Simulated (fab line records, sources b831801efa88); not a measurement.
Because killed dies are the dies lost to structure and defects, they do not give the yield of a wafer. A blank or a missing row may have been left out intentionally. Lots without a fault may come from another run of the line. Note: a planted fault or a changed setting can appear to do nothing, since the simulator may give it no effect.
The tool behind it: which one? || flow sfqLine || 42 wafers from 14 lots sampled at 5 of the route's 325 steps

WHAT THE GAUGES READ, wafer by wafer
The record holds no reading of a measuring or inspecting step that can be judged against a usual standard deviation.

WHAT TOOL EACH LOT RAN ON (gives the tool, then ch and the chambers of the sampled wafers, and finally the start)
{"lot": "L408", "SFQ_TRILAYER_I1_DEP_PECVD_045": "pecvd-04 ch 0,1, day 15 08:56", "SFQ_TRILAYER_I1_CMP_CMP_046": "cmp-01 ch 1,2,3, day 15 19:51", "SFQ_TRILAYER_M6_BARC_OPEN_METAL_ETCH_206": "rieMetal-04 ch 0,1, day 62 02:09", "SFQ_TRILAYER_M7_BARC_OPEN_METAL_ETCH_229": "rieMetal-03 ch 0,1, day 69 15:48", "SFQ_TRILAYER_I7_CMP_CMP_184": "cmp-02 ch 1,2, day 69 21:38"}
{"lot": "L409", "SFQ_TRILAYER_I1_DEP_PECVD_045": "pecvd-04 ch 0,1,2, day 15 12:32", "SFQ_TRILAYER_I1_CMP_CMP_046": "cmp-02 ch 0,1,3, day 16 01:19", "SFQ_TRILAYER_M6_BARC_OPEN_METAL_ETCH_206": "rieMetal-04 ch 0,1, day 67 03:43", "SFQ_TRILAYER_M7_BARC_OPEN_METAL_ETCH_229": "rieMetal-02 ch 0,1, day 70 03:48", "SFQ_TRILAYER_I7_CMP_CMP_184": "cmp-02 ch 1,2,3, day 70 10:41"}
{"lot": "L410", "SFQ_TRILAYER_I1_DEP_PECVD_045": "pecvd-04 ch 0,2, day 15 21:02", "SFQ_TRILAYER_I1_CMP_CMP_046": "cmp-02 ch 0,1, day 16 09:49", "SFQ_TRILAYER_M6_BARC_OPEN_METAL_ETCH_206": "rieMetal-03 ch 0,1, day 67 10:34", "SFQ_TRILAYER_M7_BARC_OPEN_METAL_ETCH_229": "rieMetal-03 ch 0,1, day 70 07:24", "SFQ_TRILAYER_I7_CMP_CMP_184": "cmp-01 ch 0,2, day 70 12:26"}
{"lot": "L411", "SFQ_TRILAYER_I1_DEP_PECVD_045": "pecvd-04 ch 0,1,2, day 16 00:38", "SFQ_TRILAYER_I1_CMP_CMP_046": "cmp-01 ch 0,3, day 16 12:51", "SFQ_TRILAYER_M6_BARC_OPEN_METAL_ETCH_206": "rieMetal-03 ch 0,1, day 68 23:01", "SFQ_TRILAYER_M7_BARC_OPEN_METAL_ETCH_229": "rieMetal-02 ch 0,1, day 71 09:28", "SFQ_TRILAYER_I7_CMP_CMP_184": "cmp-02 ch 0,2, day 71 10:59"}
{"lot": "L412", "SFQ_TRILAYER_I1_DEP_PECVD_045": "pecvd-04 ch 0,1,2, day 16 08:50", "SFQ_TRILAYER_I1_CMP_CMP_046": "cmp-02 ch 0,1,2, day 16 22:19", "SFQ_TRILAYER_M6_BARC_OPEN_METAL_ETCH_206": "rieMetal-01 ch 0,1, day 69 02:35", "SFQ_TRILAYER_M7_BARC_OPEN_METAL_ETCH_229": "rieMetal-03 ch 0,1, day 71 13:02", "SFQ_TRILAYER_I7_CMP_CMP_184": "cmp-02 ch 2,3, day 71 14:35"}
{"lot": "L413", "SFQ_TRILAYER_I1_DEP_PECVD_045": "pecvd-01 ch 0,1,2, day 16 18:31", "SFQ_TRILAYER_I1_CMP_CMP_046": "cmp-01 ch 0,1,3, day 17 02:21", "SFQ_TRILAYER_M6_BARC_OPEN_METAL_ETCH_206": "rieMetal-01 ch 0,1, day 69 06:13", "SFQ_TRILAYER_M7_BARC_OPEN_METAL_ETCH_229": "rieMetal-01 ch 0,1, day 71 19:04", "SFQ_TRILAYER_I7_CMP_CMP_184": "cmp-02 ch 0,1, day 71 20:35"}
{"lot": "L414", "SFQ_TRILAYER_I1_DEP_PECVD_045": "pecvd-03 ch 0,1,2, day 16 23:17", "SFQ_TRILAYER_I1_CMP_CMP_046": "cmp-01 ch 1,3, day 17 04:21", "SFQ_TRILAYER_M6_BARC_OPEN_METAL_ETCH_206": "rieMetal-01 ch 0,1, day 69 07:25", "SFQ_TRILAYER_M7_BARC_OPEN_METAL_ETCH_229": "rieMetal-03 ch 0,1, day 72 01:04", "SFQ_TRILAYER_I7_CMP_CMP_184": "cmp-01 ch 0,1,3, day 72 02:35"}
{"lot": "L415", "SFQ_TRILAYER_I1_DEP_PECVD_045": "pecvd-01 ch 0,2, day 18 05:34", "SFQ_TRILAYER_I1_CMP_CMP_046": "cmp-01 ch 0,1,3, day 18 05:38", "SFQ_TRILAYER_M6_BARC_OPEN_METAL_ETCH_206": "rieMetal-03 ch 0,1, day 69 11:00", "SFQ_TRILAYER_M7_BARC_OPEN_METAL_ETCH_229": "rieMetal-03 ch 0,1, day 72 07:02", "SFQ_TRILAYER_I7_CMP_CMP_184": "cmp-02 ch 0,1,3, day 72 10:23"}
{"lot": "L416", "SFQ_TRILAYER_I1_DEP_PECVD_045": "pecvd-03 ch 0,2, day 18 10:22", "SFQ_TRILAYER_I1_CMP_CMP_046": "cmp-01 ch 0,1,3, day 18 10:26", "SFQ_TRILAYER_M6_BARC_OPEN_METAL_ETCH_206": "rieMetal-01 ch 0,1, day 69 12:12", "SFQ_TRILAYER_M7_BARC_OPEN_METAL_ETCH_229": "rieMetal-02 ch 0,1, day 72 14:02", "SFQ_TRILAYER_I7_CMP_CMP_184": "cmp-01 ch 0,2,3, day 72 23:37"}
{"lot": "L425", "SFQ_TRILAYER_I1_DEP_PECVD_045": "pecvd-01 ch 1,2, day 24 16:43", "SFQ_TRILAYER_I1_CMP_CMP_046": "cmp-01 ch 0,2,3, day 24 18:35", "SFQ_TRILAYER_M6_BARC_OPEN_METAL_ETCH_206": "rieMetal-01 ch 0,1, day 72 08:16", "SFQ_TRILAYER_M7_BARC_OPEN_METAL_ETCH_229": "rieMetal-01 ch 0,1, day 74 22:06", "SFQ_TRILAYER_I7_CMP_CMP_184": "cmp-02 ch 2,3, day 75 10:24"}
{"lot": "L426", "SFQ_TRILAYER_I1_DEP_PECVD_045": "pecvd-01 ch 0,1,2, day 25 00:10", "SFQ_TRILAYER_I1_CMP_CMP_046": "cmp-01 ch 1,2,3, day 25 00:14", "SFQ_TRILAYER_M6_BARC_OPEN_METAL_ETCH_206": "rieMetal-01 ch 0,1, day 72 11:38", "SFQ_TRILAYER_M7_BARC_OPEN_METAL_ETCH_229": "rieMetal-01 ch 0,1, day 75 04:05", "SFQ_TRILAYER_I7_CMP_CMP_184": "cmp-01 ch 0,1,3, day 75 16:28"}
{"lot": "L427", "SFQ_TRILAYER_I1_DEP_PECVD_045": "pecvd-04 ch 1,2, day 25 09:46", "SFQ_TRILAYER_I1_CMP_CMP_046": "cmp-02 ch 2,3, day 25 16:40", "SFQ_TRILAYER_M6_BARC_OPEN_METAL_ETCH_206": "rieMetal-04 ch 0,1, day 72 12:50", "SFQ_TRILAYER_M7_BARC_OPEN_METAL_ETCH_229": "rieMetal-02 ch 0,1, day 75 11:17", "SFQ_TRILAYER_I7_CMP_CMP_184": "cmp-01 ch 1,2,3, day 75 23:28"}
{"lot": "L429", "SFQ_TRILAYER_I1_DEP_PECVD_045": "pecvd-04 ch 0,2, day 26 06:10", "SFQ_TRILAYER_I1_CMP_CMP_046": "cmp-01 ch 2,3, day 26 06:14", "SFQ_TRILAYER_M6_BARC_OPEN_METAL_ETCH_206": "rieMetal-01 ch 0,1, day 73 23:38", "SFQ_TRILAYER_M7_BARC_OPEN_METAL_ETCH_229": "rieMetal-01 ch 0,1, day 76 10:05", "SFQ_TRILAYER_I7_CMP_CMP_184": "cmp-01 ch 0,1,2, day 76 14:33"}
{"lot": "L430", "SFQ_TRILAYER_I1_DEP_PECVD_045": "pecvd-03 ch 0,1,2, day 26 07:22", "SFQ_TRILAYER_I1_CMP_CMP_046": "cmp-02 ch 0,1,2, day 26 07:58", "SFQ_TRILAYER_M6_BARC_OPEN_METAL_ETCH_206": "rieMetal-04 ch 0,1, day 74 05:38", "SFQ_TRILAYER_M7_BARC_OPEN_METAL_ETCH_229": "rieMetal-01 ch 0,1, day 76 16:05", "SFQ_TRILAYER_I7_CMP_CMP_184": "cmp-02 ch 0,1, day 76 17:07"}
- SFQ_TRILAYER_I1_DEP_PECVD_045: deposits SiO2 from SiH4/N2O, time 111.11 s, target thk 500 nm.
- SFQ_TRILAYER_I1_CMP_CMP_046: polishes SiO2.
- SFQ_TRILAYER_M6_BARC_OPEN_METAL_ETCH_206: etches BARC in O2, target depth 125 nm, time 41.7 s.
- SFQ_TRILAYER_M7_BARC_OPEN_METAL_ETCH_229: etches BARC in O2, target depth 125 nm, time 41.7 s.
- SFQ_TRILAYER_I7_CMP_CMP_184: polishes SiO2.

WHAT THE TOOLS THEMSELVES READ (means of the sampled wafers that have a number; where no wafer has one, the mark that the record gives instead)
SFQ_TRILAYER_I1_DEP_PECVD_045.
{"lot": "L408", "tool": "pecvd-04", "heaterPowerOuterW (W)": 30, "heaterPowerW (W)": 82, "rfFwdPowerW (W)": 181.8, "throttleValvePct (%)": 26.4}
{"lot": "L409", "tool": "pecvd-04", "heaterPowerOuterW (W)": 42, "heaterPowerW (W)": 96, "rfFwdPowerW (W)": 182.1, "throttleValvePct (%)": 26.7}
{"lot": "L410", "tool": "pecvd-04", "heaterPowerOuterW (W)": 34, "heaterPowerW (W)": 91, "rfFwdPowerW (W)": 181.8, "throttleValvePct (%)": 27.0}
{"lot": "L411", "tool": "pecvd-04", "heaterPowerOuterW (W)": 42, "heaterPowerW (W)": 99, "rfFwdPowerW (W)": 182.0, "throttleValvePct (%)": 26.6}
{"lot": "L412", "tool": "pecvd-04", "heaterPowerOuterW (W)": 42, "heaterPowerW (W)": 100, "rfFwdPowerW (W)": 182.1, "throttleValvePct (%)": 26.5}
{"lot": "L413", "tool": "pecvd-01", "heaterPowerOuterW (W)": 27, "heaterPowerW (W)": 76, "rfFwdPowerW (W)": 182.8, "throttleValvePct (%)": 25.0}
{"lot": "L414", "tool": "pecvd-03", "heaterPowerOuterW (W)": 30, "heaterPowerW (W)": 75, "rfFwdPowerW (W)": 183.4, "throttleValvePct (%)": 24.3}
{"lot": "L415", "tool": "pecvd-01", "heaterPowerOuterW (W)": 32, "heaterPowerW (W)": 90, "rfFwdPowerW (W)": 181.6, "throttleValvePct (%)": 24.8}
{"lot": "L416", "tool": "pecvd-03", "heaterPowerOuterW (W)": 32, "heaterPowerW (W)": 76, "rfFwdPowerW (W)": 182.4, "throttleValvePct (%)": 24.0}
{"lot": "L425", "tool": "pecvd-01", "heaterPowerOuterW (W)": 18, "heaterPowerW (W)": 65, "rfFwdPowerW (W)": 212.0, "throttleValvePct (%)": 26.3}
{"lot": "L426", "tool": "pecvd-01", "heaterPowerOuterW (W)": 20, "heaterPowerW (W)": 67, "rfFwdPowerW (W)": 211.4, "throttleValvePct (%)": 25.8}
{"lot": "L427", "tool": "pecvd-04", "heaterPowerOuterW (W)": 41, "heaterPowerW (W)": 94, "rfFwdPowerW (W)": 181.9, "throttleValvePct (%)": 26.3}
{"lot": "L429", "tool": "pecvd-04", "heaterPowerOuterW (W)": 47, "heaterPowerW (W)": 108, "rfFwdPowerW (W)": 181.7, "throttleValvePct (%)": 27.0}
{"lot": "L430", "tool": "pecvd-03", "heaterPowerOuterW (W)": 26, "heaterPowerW (W)": 71, "rfFwdPowerW (W)": 182.8, "throttleValvePct (%)": 24.8}

SFQ_TRILAYER_I1_CMP_CMP_046.
{"lot": "L408", "tool": "cmp-01", "motorCurrentA (A)": 10.8, "timeToEndpointS (s)": 217}
{"lot": "L409", "tool": "cmp-02", "motorCurrentA (A)": 10.5, "timeToEndpointS (s)": 210}
{"lot": "L410", "tool": "cmp-02", "motorCurrentA (A)": 10.9, "timeToEndpointS (s)": 215}
{"lot": "L411", "tool": "cmp-01", "motorCurrentA (A)": 11.5, "timeToEndpointS (s)": 220}
{"lot": "L412", "tool": "cmp-02", "motorCurrentA (A)": 10.0, "timeToEndpointS (s)": 211}
{"lot": "L413", "tool": "cmp-01", "motorCurrentA (A)": 11.9, "timeToEndpointS (s)": 210}
{"lot": "L414", "tool": "cmp-01", "motorCurrentA (A)": 11.7, "timeToEndpointS (s)": 216}
{"lot": "L415", "tool": "cmp-01", "motorCurrentA (A)": 11.5, "timeToEndpointS (s)": 212}
{"lot": "L416", "tool": "cmp-01", "motorCurrentA (A)": 11.9, "timeToEndpointS (s)": 209}
{"lot": "L425", "tool": "cmp-01", "motorCurrentA (A)": 11.0, "timeToEndpointS (s)": 235}
{"lot": "L426", "tool": "cmp-01", "motorCurrentA (A)": 10.9, "timeToEndpointS (s)": 228}
{"lot": "L427", "tool": "cmp-02", "motorCurrentA (A)": 9.5, "timeToEndpointS (s)": 210}
{"lot": "L429", "tool": "cmp-01", "motorCurrentA (A)": 10.7, "timeToEndpointS (s)": 213}
{"lot": "L430", "tool": "cmp-02", "motorCurrentA (A)": 9.9, "timeToEndpointS (s)": 217}

SFQ_TRILAYER_M6_BARC_OPEN_METAL_ETCH_206.
{"lot": "L408", "tool": "rieMetal-04", "biasW (W)": 79.99, "drypumpMotorCurrentA (A)": 5.1, "oesProductAu (a.u.)": 0.690}
{"lot": "L409", "tool": "rieMetal-04", "biasW (W)": 80.01, "drypumpMotorCurrentA (A)": 5.2, "oesProductAu (a.u.)": 0.686}
{"lot": "L410", "tool": "rieMetal-03", "biasW (W)": 79.92, "drypumpMotorCurrentA (A)": 5.3, "oesProductAu (a.u.)": 0.682}
{"lot": "L411", "tool": "rieMetal-03", "biasW (W)": 80.04, "drypumpMotorCurrentA (A)": 5.3, "oesProductAu (a.u.)": 0.689}
{"lot": "L412", "tool": "rieMetal-01", "biasW (W)": 80.14, "drypumpMotorCurrentA (A)": 5.9, "oesProductAu (a.u.)": 0.689}
{"lot": "L413", "tool": "rieMetal-01", "biasW (W)": 80.09, "drypumpMotorCurrentA (A)": 5.9, "oesProductAu (a.u.)": 0.684}
{"lot": "L414", "tool": "rieMetal-01", "biasW (W)": 80.05, "drypumpMotorCurrentA (A)": 5.7, "oesProductAu (a.u.)": 0.684}
{"lot": "L415", "tool": "rieMetal-03", "biasW (W)": 80.07, "drypumpMotorCurrentA (A)": 5.6, "oesProductAu (a.u.)": 0.683}
{"lot": "L416", "tool": "rieMetal-01", "biasW (W)": 80.05, "drypumpMotorCurrentA (A)": 5.7, "oesProductAu (a.u.)": 0.685}
{"lot": "L425", "tool": "rieMetal-01", "biasW (W)": 79.95, "drypumpMotorCurrentA (A)": 5.9, "oesProductAu (a.u.)": 0.685}
{"lot": "L426", "tool": "rieMetal-01", "biasW (W)": 80.17, "drypumpMotorCurrentA (A)": 5.7, "oesProductAu (a.u.)": 0.683}
{"lot": "L427", "tool": "rieMetal-04", "biasW (W)": 80.26, "drypumpMotorCurrentA (A)": 5.2, "oesProductAu (a.u.)": 0.686}
{"lot": "L429", "tool": "rieMetal-01", "biasW (W)": 80.13, "drypumpMotorCurrentA (A)": 5.9, "oesProductAu (a.u.)": 0.685}
{"lot": "L430", "tool": "rieMetal-04", "biasW (W)": 79.90, "drypumpMotorCurrentA (A)": 5.2, "oesProductAu (a.u.)": 0.686}

SFQ_TRILAYER_M7_BARC_OPEN_METAL_ETCH_229.
{"lot": "L408", "tool": "rieMetal-03", "biasW (W)": 80.17, "drypumpMotorCurrentA (A)": 5.7, "oesProductAu (a.u.)": 0.678}
{"lot": "L409", "tool": "rieMetal-02", "biasW (W)": 80.11, "drypumpMotorCurrentA (A)": 5.9, "oesProductAu (a.u.)": 0.685}
{"lot": "L410", "tool": "rieMetal-03", "biasW (W)": 79.92, "drypumpMotorCurrentA (A)": 5.3, "oesProductAu (a.u.)": 0.684}
{"lot": "L411", "tool": "rieMetal-02", "biasW (W)": 79.83, "drypumpMotorCurrentA (A)": 5.9, "oesProductAu (a.u.)": 0.682}
{"lot": "L412", "tool": "rieMetal-03", "biasW (W)": 79.72, "drypumpMotorCurrentA (A)": 5.3, "oesProductAu (a.u.)": 0.687}
{"lot": "L413", "tool": "rieMetal-01", "biasW (W)": 79.95, "drypumpMotorCurrentA (A)": 5.9, "oesProductAu (a.u.)": 0.685}
{"lot": "L414", "tool": "rieMetal-03", "biasW (W)": 80.05, "drypumpMotorCurrentA (A)": 5.7, "oesProductAu (a.u.)": 0.685}
{"lot": "L415", "tool": "rieMetal-03", "biasW (W)": 79.82, "drypumpMotorCurrentA (A)": 5.7, "oesProductAu (a.u.)": 0.683}
{"lot": "L416", "tool": "rieMetal-02", "biasW (W)": 79.72, "drypumpMotorCurrentA (A)": 5.9, "oesProductAu (a.u.)": 0.686}
{"lot": "L425", "tool": "rieMetal-01", "biasW (W)": 79.94, "drypumpMotorCurrentA (A)": 5.9, "oesProductAu (a.u.)": 0.688}
{"lot": "L426", "tool": "rieMetal-01", "biasW (W)": 80.21, "drypumpMotorCurrentA (A)": 5.9, "oesProductAu (a.u.)": 0.689}
{"lot": "L427", "tool": "rieMetal-02", "biasW (W)": 80.13, "drypumpMotorCurrentA (A)": 6.2, "oesProductAu (a.u.)": 0.683}
{"lot": "L429", "tool": "rieMetal-01", "biasW (W)": 79.96, "drypumpMotorCurrentA (A)": 5.9, "oesProductAu (a.u.)": 0.678}
{"lot": "L430", "tool": "rieMetal-01", "biasW (W)": 79.84, "drypumpMotorCurrentA (A)": 5.7, "oesProductAu (a.u.)": 0.690}

SFQ_TRILAYER_I7_CMP_CMP_184.
{"lot": "L408", "tool": "cmp-02", "motorCurrentA (A)": 9.8, "timeToEndpointS (s)": 214}
{"lot": "L409", "tool": "cmp-02", "motorCurrentA (A)": 10.0, "timeToEndpointS (s)": 205}
{"lot": "L410", "tool": "cmp-01", "motorCurrentA (A)": 10.4, "timeToEndpointS (s)": 214}
{"lot": "L411", "tool": "cmp-02", "motorCurrentA (A)": 9.6, "timeToEndpointS (s)": 219}
{"lot": "L412", "tool": "cmp-02", "motorCurrentA (A)": 9.2, "timeToEndpointS (s)": 209}
{"lot": "L413", "tool": "cmp-02", "motorCurrentA (A)": 10.4, "timeToEndpointS (s)": 210}
{"lot": "L414", "tool": "cmp-01", "motorCurrentA (A)": 11.6, "timeToEndpointS (s)": 216}
{"lot": "L415", "tool": "cmp-02", "motorCurrentA (A)": 10.1, "timeToEndpointS (s)": 203}
{"lot": "L416", "tool": "cmp-01", "motorCurrentA (A)": 11.1, "timeToEndpointS (s)": 218}
{"lot": "L425", "tool": "cmp-02", "motorCurrentA (A)": 9.7, "timeToEndpointS (s)": 223}
{"lot": "L426", "tool": "cmp-01", "motorCurrentA (A)": 11.5, "timeToEndpointS (s)": 226}
{"lot": "L427", "tool": "cmp-01", "motorCurrentA (A)": 10.9, "timeToEndpointS (s)": 225}
{"lot": "L429", "tool": "cmp-01", "motorCurrentA (A)": 11.2, "timeToEndpointS (s)": 224}
{"lot": "L430", "tool": "cmp-02", "motorCurrentA (A)": 10.7, "timeToEndpointS (s)": 221}

THE ANSWER, worked out from the rows above alone
Rule: usual is defined by the lots themselves. The widest of any qualifying gaps counts: lots, ordered by their means at a reading, are off when they make up no more than a third of the lots, leave a main group of 4 or more, and stand apart from it by 3 or more times the standard deviation of that group's means. If all means in a main group match to the digits the tables above print for the reading, that group is not used. Also off: a lot with no number at a reading for which 4 or more lots have one. The other lots that the step has rows for count as sound. First the gauges in route order, then the tools' own readings, where a lot's mean is used as printed above. The first step at which some lot is off is used, and at that step the reading that is off furthest; a lot without a number counts as furthest.
Off, at SFQ_TRILAYER_I1_DEP_PECVD_045 on rfFwdPowerW: L425, L426. The main group has a mean of 182.2 W with a standard deviation of 0.52.
A tool fits if, at that step or a process step before it, it ran every lot that is off, and no sound lot after the first of them. One candidate fits, namely pecvd-01 at SFQ_TRILAYER_I1_DEP_PECVD_045. Its last sound lot is L415 (day 18 05:34), its first lot that is off L425 (day 24 16:43): a fault that began between those two fits.
On the lots that are off, the tool's own readings at SFQ_TRILAYER_I1_DEP_PECVD_045 differ by more than 5 times the standard deviation of the sound lots' means, which bears it out; rfFwdPowerW reads 211.7 W there versus 182.2 W on the sound lots.

WHAT HAD BEEN PUT IN BY THE SIMULATOR
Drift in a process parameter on pecvd-01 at SFQ_TRILAYER_I1_DEP_PECVD_045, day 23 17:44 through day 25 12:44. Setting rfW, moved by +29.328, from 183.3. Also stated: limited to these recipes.
Lots struck among those shown: L425, L426. Same finding as the rule above.
